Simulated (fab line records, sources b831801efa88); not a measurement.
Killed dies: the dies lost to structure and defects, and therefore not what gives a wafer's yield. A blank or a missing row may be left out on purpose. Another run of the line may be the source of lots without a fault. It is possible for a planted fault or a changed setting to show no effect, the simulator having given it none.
2 desks, one fault	flow gf180mcu	each desk holds nothing but its own numbers, with what lay behind them at the end

THE METROLOGY DESK
What the gauges read for every lot (on any tool): the sampled wafers with a number, averaged. Any lot whose mean is over 4 standard deviations away from the usual mean is out of limits and marked OUT; that distance is given in the brackets.
Columns: A = VT_IMPLANT_4_TW at GF_VT_IMPLANT_TW_MEAS_43, usual 690; B = V2_CVD_00_THK at GF_V2_THK_MEAS_01, usual 601 nm
lot	first seen here	A	B
L782	day 7 15:04	688	599
L784	day 8 01:10	688	604
L788	day 9 04:43	687	598
L790	day 9 18:28	698	590
L791	day 10 01:31	685	604
L792	day 10 09:07	288 (-89) OUT	-
L800	day 12 13:22	691	600
L802	day 13 00:04	688	605
L803	day 13 06:25	688	603
L804	day 13 13:07	693	602
L805	day 13 23:01	698	606
This desk reports L792 out of limits; the earliest was L792 at day 10 09:07 (VT_IMPLANT_4_TW at GF_VT_IMPLANT_TW_MEAS_43). L782, L784, L788, L790, L791, L800, L802, L803, L804, L805 stayed within limits.

THE TOOL OWNER'S DESK: plasma_asher-04
The tool's own readings at GF_VT_IMPLANT_STRIP_31 (strips in O2/N2): means of the sampled wafers that have a number, for each lot that ran on this tool. Any lot whose mean is over 4 standard deviations away from the usual mean is out of limits and marked OUT; that distance is given in the brackets.
Columns: A = chamber_pressure_mTorr at GF_VT_IMPLANT_STRIP_31, usual 1499.9 mTorr; B = drypump_motor_current_A at GF_VT_IMPLANT_STRIP_31, usual 5.6 A; C = heater_power_w at GF_VT_IMPLANT_STRIP_31, usual 332 W; D = oes_product_au at GF_VT_IMPLANT_STRIP_31, usual 0.717 a.u.; E = strip_time_to_endpoint_s at GF_VT_IMPLANT_STRIP_31, usual 12.63 s
lot	first seen here	A	B	C	D	E
L790	day 9 01:30	1501.3	5.1	349	0.712	12.64
L791	day 9 08:46	1500.4	5.1	346	0.714	12.62
L792	day 9 16:04	1500.0	5.1	348	0.957 (+51) OUT	-
L800	day 11 17:59	1500.0	5.3	368	0.715	12.62
L802	day 12 04:31	1500.1	5.1	350	0.716	12.63
This desk finds L792 out of limits, L792 being first, at day 9 16:04 (oes_product_au at GF_VT_IMPLANT_STRIP_31). L790, L791, L800, L802 stayed within limits.

ALL TOGETHER
On L792, at day 9 16:04, an alarm was possible from the tool owner's desk.
L792 would have let the metrology desk raise an alarm at day 10 09:07.
GF_VT_IMPLANT_STRIP_31 was run on plasma_asher-04 by each of the lots named.

WHAT THE SIMULATOR HAD INSERTED
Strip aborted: plasma_asher-04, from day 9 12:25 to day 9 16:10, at GF_VT_IMPLANT_STRIP_31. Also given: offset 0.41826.
Struck lots among those shown: L792.
Hours from the fault's start to each desk's first reading out of limits: the tool owner's desk, 4; the metrology desk, 21.
